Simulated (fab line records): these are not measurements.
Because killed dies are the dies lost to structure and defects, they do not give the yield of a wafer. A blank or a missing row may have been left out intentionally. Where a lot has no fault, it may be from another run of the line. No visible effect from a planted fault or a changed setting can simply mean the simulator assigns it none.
fab line records	flow sky130	part 2 of 2: steps 31 to 40 of 40
[record] lots = 5	wafers = 15	last_day = 49
route steps=708 shown METAL2@493 VIA2@507 METAL3@532
lots that met no fault: taken from a fault-free run of the same line
start_h: the number of hours between the record's first day and the start of the first shown wafer of the lot	wait_h: hours elapsed since this lot's preceding step	" unchanged from the row above	L1.1+2: several wafers, shown together as one row	- value missing, or start not given	* or withheld: withheld	< > ~ a bound
route shown NAME@n: a module of which the file shows steps, and the number in the route of the first	usual: mean/standard deviation taken from wafers without a fault	same: alike in all rows	chamber/n: place in a boat	sites: readings site by site	_std_site: the values' standard deviation	_edge_site: mean of outer sites minus mean of inner sites	radius_mm: how far each site lies from the wafer's centre	mask NAME#n: copy n	behind: the most recent tool/chamber to have shaped the wafer	hold: why the lot went on hold/how many hours it stayed there/how the hold came to an end	device: transistor that didn't switch, given as n, p or np	end of line: tests run on the same wafers once the route is complete	where a step has no rows: the recipe by itself	killed: at the first sort, the dies lost to defects and structure; wafer yield is something else	map: the dies of a wafer, with x for killed, . for not killed, _ for no die there
set.NAME: the setting as run; set.NAME@STEP: as run at that earlier step	model.NAME: the simulator's own value behind a step, which no gauge read
lots at selected steps of the route; one table per step, one row per wafer
services: the hour from which a tool's chamber was out of use, counted from the record's first day as start_h (under 0 if before that day), plus the number of hours and why
[[steps]]
[step SKY_VIA2_STRIP_16]
[recipe] chemistry = O2/N2	power_w = 1400	pressure_mtorr = 1500	platen_temp_c = withheld	o2_flow_sccm = 3000	n2_flow_sccm = 300	overash_fraction = 0.5
[usual] drypump_motor_current_A = 5.8/0.53	oes_product_au = 0.400/0.005	strip_time_to_endpoint_s = 4.08/0.033
lot.wafer	tool	chamber	start_h	wait_h	drypump_motor_current_A	oes_product_au	rf_hours_counter_h	strip_time_to_endpoint_s
L076.2	plasma_asher-04	0	866.14	0.0	6.4	0.393	96	4.04
L076.3	"	1	"	"	6.2	0.397	-	4.05
L076.6	"	1	"	"	6.2	0.401	-	4.06
L083.2	plasma_asher-04	0	919.34	0.0	6.4	0.400	102	4.11
L083.3	"	1	"	"	6.2	0.397	-	4.08
L083.6	"	0	"	"	6.4	0.405	-	4.08
L087.1	plasma_asher-02	1	950.24	0.0	4.8	0.395	21	4.05
L087.2	"	0	"	"	6.1	0.398	21	4.04
L087.5	"	0	"	"	6.0	0.403	-	4.13
L090.3	plasma_asher-03	0	966.34	0.1	5.4	0.394	-	4.05
L090.4	"	1	"	"	5.8	0.400	-	4.08
L090.5	"	0	"	"	5.5	0.401	-	4.06
L091.3	plasma_asher-03	1	972.22	0.1	5.9	0.403	-	4.07
L091.4	"	0	"	"	5.5	0.402	-	4.08
L091.6	"	1	"	"	5.9	0.393	-	4.07
[step SKY_VIA2_STRIP_17]
[recipe] chemistry = post_etch_residue_remover	time_s = 1200	temp_c = 72.5
lot.wafer	tool	chamber	start_h	wait_h
L076.2+3+6	wet_bench-02	3	866.24	0.1
L083.2+3+6	wet_bench-02	1	919.44	0.1
L087.1+2+5	wet_bench-01	1	950.34	0.1
L090.3+4+5	wet_bench-02	1	966.41	0.0
L091.3+4+6	wet_bench-01	3	972.29	0.0
[step SKY_VIA2_CLEAN_18]
[recipe] chemistry = IPA	time_s = 180	temp_c = 25
lot.wafer	tool	chamber	start_h	wait_h
L076.2+3+6	wet_bench-01	3	866.58	0.0
L083.2+3+6	wet_bench-04	1	919.81	0.0
L087.1+2+5	wet_bench-04	2	950.68	0.0
L090.3+4+5	wet_bench-04	3	966.75	0.0
L091.3+4+6	wet_bench-04	0	972.66	0.0
[step SKY_VIA2_CLEAN_19]
[recipe] chemistry = O3/DIW	dry = n2_spin
lot.wafer	tool	chamber	start_h	wait_h
L076.2+3+6	wet_bench-02	0	866.70	0.0
L083.2+3+6	wet_bench-01	3	919.87	0.0
L087.1+2+5	wet_bench-02	2	950.74	0.0
L090.3+4+5	wet_bench-01	2	966.81	0.0
L091.3+4+6	wet_bench-02	0	972.72	0.0
[step SKY_VIA2_SPUTTER_20]
[recipe] material = TiN	target_thk_nm = 20	chamber_pressure_pa = 5	power_w = 4000	time_s = 80
[usual] throttle_valve_pct = 30.1/0.65
lot.wafer	tool	chamber	start_h	wait_h	throttle_valve_pct
L076.2	pvd_sputter-04	-	866.79	0.0	29.6
L076.3	"	-	"	"	30.1
L076.6	"	-	"	"	29.8
L083.2	pvd_sputter-03	-	919.97	0.0	30.4
L083.3	"	-	"	"	31.6
L083.6	"	-	"	"	31.6
L087.1	pvd_sputter-01	-	950.83	0.0	29.7
L087.2	"	-	"	"	28.4
L087.5	"	-	"	"	30.0
L090.3	pvd_sputter-04	-	966.91	0.0	29.8
L090.4	"	-	"	"	29.4
L090.5	"	-	"	"	29.7
L091.3	pvd_sputter-03	-	972.81	0.0	30.5
L091.4	"	-	"	"	30.5
L091.6	"	-	"	"	31.0
[step SKY_VIA2_CVD_21]
[recipe] material = W	target_thk_nm = 420	time_s = 126.4	temp_c = 400	pressure_torr = 40
[usual] heater_power_w = 838/68
lot.wafer	tool	chamber	start_h	wait_h	heater_power_w
L076.2	cvd_w-01	0	866.85	0.0	825
L076.3	"	0	"	"	827
L076.6	"	0	"	"	834
L083.2	cvd_w-01	0	920.03	0.0	822
L083.3	"	1	"	"	924
L083.6	"	1	"	"	923
L087.1	cvd_w-02	0	950.90	0.0	730
L087.2	"	1	"	"	879
L087.5	"	0	"	"	739
L090.3	cvd_w-02	0	967.01	0.1	745
L090.4	"	1	"	"	913
L090.5	"	0	"	"	725
L091.3	cvd_w-01	0	972.91	0.1	832
L091.4	"	1	"	"	943
L091.6	"	1	"	"	928
[step SKY_VIA2_RS_MEAS_22]
[recipe] thk_meas_gauge = four-point-probe	reads = W_of_VIA2_CVD_21+TiN_of_VIA2_SPUTTER_20
[usual] VIA2_W_RS = 0.269/0.0049
lot.wafer	tool	chamber	start_h	wait_h	VIA2_W_RS[ohm/sq]
L076.2	film_metro-02	-	867.00	0.1	0.269
L076.3	"	-	"	"	0.267
L076.6	"	-	"	"	0.269
L083.2	film_metro-01	-	920.18	0.1	0.269
L083.3	"	-	"	"	0.277
L083.6	"	-	"	"	0.273
L087.1	film_metro-01	-	951.03	0.1	0.268
L087.2	"	-	"	"	0.263
L087.5	"	-	"	"	0.272
L090.3	film_metro-03	-	967.14	0.1	0.273
L090.4	"	-	"	"	0.263
L090.5	"	-	"	"	0.271
L091.3	film_metro-03	-	973.04	0.1	0.268
L091.4	"	-	"	"	0.272
L091.6	"	-	"	"	0.274
[step SKY_VIA2_THK_MEAS_23]
[recipe] thk_meas_gauge = xrf	reads = W_of_VIA2_CVD_21
[usual] VIA2_W_THK = 418/8
lot.wafer	tool	chamber	start_h	wait_h	VIA2_W_THK[nm]
L076.2	film_metro-02	-	867.11	0.1	423
L076.3	"	-	"	"	422
L076.6	"	-	"	"	420
L083.2	film_metro-01	-	920.29	0.1	420
L083.3	"	-	"	"	407
L083.6	"	-	"	"	414
L087.1	film_metro-01	-	951.15	0.1	420
L087.2	"	-	"	"	429
L087.5	"	-	"	"	412
L090.3	film_metro-03	-	967.24	0.1	409
L090.4	"	-	"	"	423
L090.5	"	-	"	"	413
L091.3	film_metro-03	-	973.14	0.1	416
L091.4	"	-	"	"	409
L091.6	"	-	"	"	407
[step SKY_VIA2_CMP_24]
[recipe] stop_on = SiO2	t_overpolish_s = 20	down_force_psi = 3.5	platen_rpm = 60	target_thk_nm = 0	pad_velocity_m_s = 0.94248
[usual] motor_current_A = 10.9/1.2	overpolish_run_s = 19.999/0.009	time_to_endpoint_s = 101/4.8
lot.wafer	tool	chamber	start_h	wait_h	motor_current_A	overpolish_run_s	time_to_endpoint_s
L076.3	cmp-01	2	867.21	0.1	9.5	19.990	102
L076.2	"	3	"	"	10.2	19.988	102
L076.6	"	2	"	"	9.9	20.006	99
L083.2	cmp-02	0	920.39	0.1	10.1	20.012	95
L083.3	"	2	"	"	11.4	20.007	98
L083.6	"	3	"	"	12.7	20.010	98
L087.2	cmp-01	0	951.21	0.0	11.8	19.989	104
L087.1	"	2	"	"	9.8	19.998	102
L087.5	"	0	"	"	11.1	20.002	102
L090.4	cmp-02	1	967.34	0.1	11.2	19.995	106
L090.3	"	2	"	"	12.4	19.980	99
L090.5	"	1	"	"	10.2	19.995	106
L091.4	cmp-01	0	973.18	0.0	11.4	19.991	102
L091.3	"	1	"	"	9.6	19.997	99
L091.6	"	1	"	"	9.6	20.006	96
[step SKY_METAL3_SPUTTER_00]
[recipe] material = Ti	target_thk_nm = 15	power_w = 3000	time_s = 10	chamber_pressure_pa = 0.4
[usual] throttle_valve_pct = 30.1/0.79
lot.wafer	tool	chamber	start_h	wait_h	throttle_valve_pct
L076.2	pvd_sputter-03	-	867.46	0.1	31.3
L076.3	"	-	"	"	30.5
L076.6	"	-	"	"	31.1
L083.2	pvd_sputter-02	-	920.64	0.2	30.5
L083.3	"	-	"	"	29.9
L083.6	"	-	"	"	30.4
L087.1	pvd_sputter-02	-	951.51	0.1	29.3
L087.2	"	-	"	"	30.7
L087.5	"	-	"	"	29.6
L090.3	pvd_sputter-02	-	967.59	0.1	29.9
L090.4	"	-	"	"	30.4
L090.5	"	-	"	"	30.0
L091.3	pvd_sputter-01	-	973.48	0.2	30.1
L091.4	"	-	"	"	28.2
L091.6	"	-	"	"	28.3
[[services]]
tool	chamber	start_h	hours	kind
rie_diel-03	2	801.36	4.8	repair
wet_bench-01	-	802.07	3.3	repair
wet_bench-02	-	811.16	0.5	repair
krf_scanner-02	-	811.83	0.6	repair
hdpcvd-01	0	815.25	15.4	repair
krf_scanner-01	-	816.09	1.0	pm
krf_scanner-02	-	817.12	6.8	repair
cmp-01	-	817.20	0.9	repair
rie_diel-02	0	820.57	6.0	repair
cmp-01	-	831.09	2.7	repair
cmp-01	-	835.00	17.5	pm
hdpcvd-01	-	845.25	2.8	pm
krf_scanner-02	-	846.12	4.4	pm
rie_metal-04	0	847.11	5.1	repair
krf_scanner-01	-	850.50	4.4	pm
krf_scanner-02	-	854.87	1.0	pm
krf_scanner-01	-	856.61	1.3	pm
krf_scanner-01	-	860.76	1.8	repair
krf_scanner-01	-	880.40	0.8	pm
krf_scanner-02	-	888.81	0.8	pm
cmp-02	-	912.53	4.0	pm
cmp-02	-	946.04	0.3	repair
cmp-02	-	958.98	1.1	repair
krf_scanner-02	-	962.06	1.3	pm
